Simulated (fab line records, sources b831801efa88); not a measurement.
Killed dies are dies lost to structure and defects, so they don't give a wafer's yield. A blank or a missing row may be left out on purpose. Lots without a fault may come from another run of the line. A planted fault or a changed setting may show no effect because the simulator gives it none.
fab line records | flow sky130 | part 2 of 2: steps 44 to 44 of 44
record lots=5 wafers=15 last_day=50
route steps=708 shown SONOS_TUNNEL@160 SONOS_ONO@168 GATE_OXIDE@187 PAD_OPEN@708
lots that met no fault: from a run of the same line without faults
start_h: hours from the record's first day to the start of the lot's first wafer shown | wait_h: hours since the lot's step before | " the same as in the row above | L1.1+2: a row that stands for several wafers | - no value, or no start given | * or withheld: withheld | < > ~ a bound
route shown NAME@n: a module of which the file shows steps, and the number in the route of the first | usual: mean/standard deviation of fault-free wafers | same: alike in all rows | chamber/n: place in a boat | sites: the reading at each site | _std_site: their standard deviation | _edge_site: outer sites' mean less inner sites' | radius_mm: how far each site lies from the wafer's centre | mask NAME#n: copy n | behind: the tool/chamber that last shaped the wafer | hold: why the lot was held/for how many hours/how that ended | device: the transistor (n, p or np) that didn't switch | end of line: the same wafers' tests at the end of the route | a step without rows: its recipe alone | killed: dies lost to structure and defects at the first sort, not the wafer's yield | map: a wafer's dies, x killed, . not, _ none there
set.NAME: the setting as run; set.NAME@STEP: as run at that earlier step | model.NAME: the simulator's own value behind a step, which no gauge read
lots at some steps of the route; a table a step, a row a wafer
services: from which hour (start_h, from the record's first day; less than 0 if before it) a tool's chamber was out of use, for how many hours, and why
## steps
# step SKY_PAD_OPEN_PROBE_99
# usual killed_at_M0_to_M3=43/7 killed_at_M4_up=3.1/1.9 killed_at_contacts=25/6.1 killed_at_front_end=15/4.5 killed_at_other=0.3/0.55 killed_dies=87/8.9 killed_open=47/6.4 killed_short=40/6.6
# same gross_dies=492 killed_at_back_side=0
# columns lot.wafer tool chamber start_h wait_h killed_at_M0_to_M3 killed_at_M4_up killed_at_contacts killed_at_front_end killed_at_other killed_dies killed_open killed_short model.etest.sonos_erased.drive_ua_um model.etest.sonos_uncharged.r_on_ohm_um model.etest.sonos_programmed.off_log10_a_um model.etest.cap_ono.gate_bv_v model.etest.cap_ono.tox_acc_nm model.etest.sonos_programmed.vt_v model.etest.sonos_erased.vt_v model.etest.cap_ono.under_floor
L753.1 prober-02 - 1121.72 0.1 42 4 21 22 0 89 47 42 196.4 837.5 -13.95 16.43 12.86 1.439 -2.297 0
L753.3 prober-02 - 1121.82 0.2 45 4 31 22 1 103 60 43 216.1 829.8 -13.93 16.29 12.89 1.445 -2.329 0
L753.4 prober-02 - 1121.87 0.2 43 5 31 14 1 94 48 46 181.8 825.2 -13.88 16.57 13.06 1.383 -2.22 0
L754.2 prober-01 - 1133.63 0.1 42 5 17 13 0 77 49 28 214.2 789.9 -14.1 16.41 12.79 1.497 -2.349 0
L754.3 prober-01 - 1133.68 0.2 48 3 17 16 0 84 40 44 237.9 789.7 -14.06 16.26 12.72 1.503 -2.403 0
L754.5 prober-01 - 1133.78 0.2 43 6 24 11 0 84 41 43 181.6 798.6 -13.88 16.52 12.98 1.424 -2.249 0
L759.2 prober-02 - 1148.36 0.1 32 6 26 19 0 83 47 35 57.14 879.8 -6.12 18.86 14.92 0.1845 -0.9801 1
L759.3 prober-02 - 1148.41 0.2 49 5 17 16 0 87 55 31 63.12 918.6 -6.764 18.73 14.95 0.2148 -0.9816 1
L759.6 prober-02 - 1148.56 0.2 46 8 24 9 1 88 45 43 80.21 884.8 -7.993 18.27 14.75 0.3561 -1.17 1
L769.1 prober-01 - 1198.71 0.1 38 2 23 16 0 79 38 41 182.5 823.2 -13.93 16.42 12.8 1.505 -2.295 0
L769.2 prober-01 - 1198.76 0.1 48 1 23 9 0 81 47 34 165.7 817.8 -13.98 16.29 12.88 1.534 -2.267 0
L769.6 prober-01 - 1198.96 0.2 53 8 26 20 0 107 53 54 168.8 809.1 -13.95 16.73 12.84 1.486 -2.241 0
L770.2 prober-01 - 1204.32 0.1 48 3 29 12 1 93 43 50 175.2 808.4 -13.9 16.11 12.82 1.56 -2.267 0
L770.4 prober-01 - 1204.42 0.2 42 1 25 23 0 91 49 42 188.9 814.7 -14.05 15.88 12.68 1.579 -2.341 0
L770.6 prober-01 - 1204.52 0.2 45 2 28 18 0 93 55 38 202.2 813.5 -13.9 16.37 12.63 1.586 -2.352 0
# killed by level:class
L753.1 CONTACT:geometric_particle:open=12 FIELD_ISO:geometric_particle:short=9 METAL1:geometric_particle:short=8 FIELD_ISO:geometric_particle:open=7 VIA2:geometric_particle:open=6 VIA1:geometric_particle:short=6 VIA1:geometric_particle:open=6 VIA3:geometric_particle:open=4
L753.3 LI_CONTACT:geometric_particle:open=13 CONTACT:geometric_particle:open=10 VIA1:geometric_particle:open=9 FIELD_ISO:geometric_particle:short=7 CONTACT:geometric_particle:short=6 METAL1:geometric_particle:short=6 POLY_GATE:geometric_particle:open=5 METAL2:geometric_particle:open=5
L753.4 LI_CONTACT:geometric_particle:open=9 VIA2:geometric_particle:open=9 LOCAL_INTERCONNECT:geometric_particle:short=8 FIELD_ISO:geometric_particle:short=6 VIA1:geometric_particle:open=6 CONTACT:geometric_particle:open=6 METAL1:geometric_particle:short=6 VIA1:geometric_particle:short=4
L754.2 VIA1:geometric_particle:open=9 VIA3:geometric_particle:open=9 CONTACT:geometric_particle:open=7 POLY_GATE:geometric_particle:open=6 VIA2:geometric_particle:open=6 METAL1:geometric_particle:short=4 VIA1:geometric_particle:short=4 LI_CONTACT:geometric_particle:open=3
L754.3 VIA1:geometric_particle:open=12 VIA2:geometric_particle:open=7 CONTACT:geometric_particle:short=7 METAL1:geometric_particle:short=6 VIA3:geometric_particle:open=6 METAL2:geometric_particle:short=5 FIELD_ISO:geometric_particle:open=4 FIELD_ISO:geometric_particle:short=4
L754.5 CONTACT:geometric_particle:open=10 VIA1:geometric_particle:short=10 LI_CONTACT:geometric_particle:open=7 VIA1:geometric_particle:open=7 VIA2:geometric_particle:open=7 CONTACT:geometric_particle:short=6 VIA2:geometric_particle:short=5 METAL4:geometric_particle:short=5
L759.2 CONTACT:geometric_particle:open=9 VIA2:geometric_particle:open=7 FIELD_ISO:geometric_particle:open=6 CONTACT:geometric_particle:short=6 POLY_GATE:geometric_particle:open=5 LI_CONTACT:geometric_particle:open=5 VIA1:geometric_particle:open=5 VIA3:geometric_particle:open=5
L759.3 VIA3:geometric_particle:open=11 VIA1:geometric_particle:open=10 FIELD_ISO:geometric_particle:open=6 POLY_GATE:geometric_particle:open=6 CONTACT:geometric_particle:open=6 VIA2:geometric_particle:open=6 VIA1:geometric_particle:short=5 LI_CONTACT:geometric_particle:open=4
L759.6 VIA1:geometric_particle:open=9 VIA3:geometric_particle:open=9 CONTACT:geometric_particle:open=8 METAL4:geometric_particle:short=7 VIA3:geometric_particle:short=7 LI_CONTACT:geometric_particle:open=6 VIA2:geometric_particle:open=6 LI_CONTACT:geometric_particle:short=4
L769.1 CONTACT:geometric_particle:open=9 VIA1:geometric_particle:open=9 METAL2:geometric_particle:short=8 FIELD_ISO:geometric_particle:short=6 LOCAL_INTERCONNECT:geometric_particle:short=5 METAL1:geometric_particle:short=5 POLY_GATE:geometric_particle:short=4 LI_CONTACT:geometric_particle:open=4
L769.2 VIA3:geometric_particle:open=10 VIA1:geometric_particle:open=9 CONTACT:geometric_particle:short=6 METAL2:geometric_particle:short=6 FIELD_ISO:geometric_particle:open=5 CONTACT:geometric_particle:open=5 VIA2:geometric_particle:short=5 VIA3:geometric_particle:short=5
L769.6 VIA1:geometric_particle:open=14 LI_CONTACT:geometric_particle:open=7 CONTACT:geometric_particle:open=7 METAL2:geometric_particle:short=7 FIELD_ISO:geometric_particle:short=6 VIA1:geometric_particle:short=6 METAL4:geometric_particle:short=6 VIA2:geometric_particle:short=6
L770.2 VIA1:geometric_particle:open=11 VIA1:geometric_particle:short=10 CONTACT:geometric_particle:open=9 LI_CONTACT:geometric_particle:open=7 LI_CONTACT:geometric_particle:short=6 CONTACT:geometric_particle:short=6 METAL2:geometric_particle:short=6 FIELD_ISO:geometric_particle:short=5
L770.4 VIA1:geometric_particle:open=10 FIELD_ISO:geometric_particle:open=8 LI_CONTACT:geometric_particle:open=7 METAL1:geometric_particle:short=7 POLY_GATE:geometric_particle:open=6 CONTACT:geometric_particle:open=6 LOCAL_INTERCONNECT:geometric_particle:short=6 POLY_GATE:geometric_particle:short=4
L770.6 CONTACT:geometric_particle:open=16 VIA1:geometric_particle:open=9 VIA2:geometric_particle:open=8 VIA3:geometric_particle:open=7 POLY_GATE:geometric_particle:short=6 FIELD_ISO:geometric_particle:short=5 METAL1:geometric_particle:short=5 LI_CONTACT:geometric_particle:open=5
## services
# columns tool chamber start_h hours kind
plasma_asher-03 - 290.08 3.9 repair
rie_diel-03 1 291.81 - clean
rie_diel-03 1 291.81 24.3 scheduled_down
rie_diel-03 1 291.81 24.3 vent_cycle
plasma_asher-04 - 321.77 2.8 pm
rie_diel-02 - 323.01 2.8 pm
rie_diel-03 - 344.79 14.6 pm
rie_diel-02 - 355.09 15.6 pm
rie_diel-03 - 372.11 0.4 repair
rie_diel-02 - 375.20 0.3 repair
rie_diel-02 2 379.16 8.3 repair
rie_diel-03 3 380.15 5.9 repair
rie_diel-02 1 381.12 9.3 repair
wet_bench-03 - 388.21 2.7 repair
rie_diel-03 3 394.23 6.4 repair
rie_diel-02 2 413.55 3.9 repair
rie_diel-02 0 430.79 5.7 repair
rie_diel-02 1 439.48 - clean
rie_diel-02 1 439.48 14.8 scheduled_down
rie_diel-02 1 439.48 14.8 vent_cycle
rie_diel-03 0 457.09 44.6 repair
rie_diel-03 1 457.36 15.0 repair
rie_diel-03 2 489.26 5.8 repair
rie_diel-03 - 490.85 4.2 repair
## key
first_sign step=SKY_SONOS_ONO_CVD_04 reading=susceptor_temp_C direction=up sigmas=48 usual=* struck=*
effect step=SKY_SONOS_ONO_CVD_04 reading=spike_tc_lower_C direction=up sigmas=19 usual=900.2 struck=918.3
effect step=SKY_SONOS_ONO_THK_MEAS_05 reading=SONOS_ONO_CVD_04_THK direction=up sigmas=17 usual=5.71 struck=7.69
model_effect step=SKY_SONOS_ONO_CVD_04 value=SiO2_of_SONOS_ONO_CVD_04.thk_nm without=5.741 struck=7.692
model_effect step=SKY_GATE_OXIDE_CLEAN_15 value=SiO2_of_SONOS_ONO_CVD_04.thk_nm without=4.224 struck=6.176
model_effect step=SKY_PAD_OPEN_PROBE_99 value=etest.sonos_erased.drive_ua_um without=188 struck=66.82
met_at SKY_SONOS_ONO_CVD_04
struck_wafers L759.2,L759.3,L759.6
tester_left_out L759
onset_between 314.25 347.78
fault kind=process_parameter_drift tool=lpcvd-03 chamber=1 onset_h=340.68 steps=SKY_SONOS_ONO_CVD_04 channel=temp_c offset=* shape=step end_h=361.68 stated=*
# tester_left_out: of these lots the tester's yield and bins aren't shown, on N5 and GAA mostly nor the transistor test; their killed dies are dies lost to structure and defects alone, not to doping, threshold or leakage, so they don't give the yield
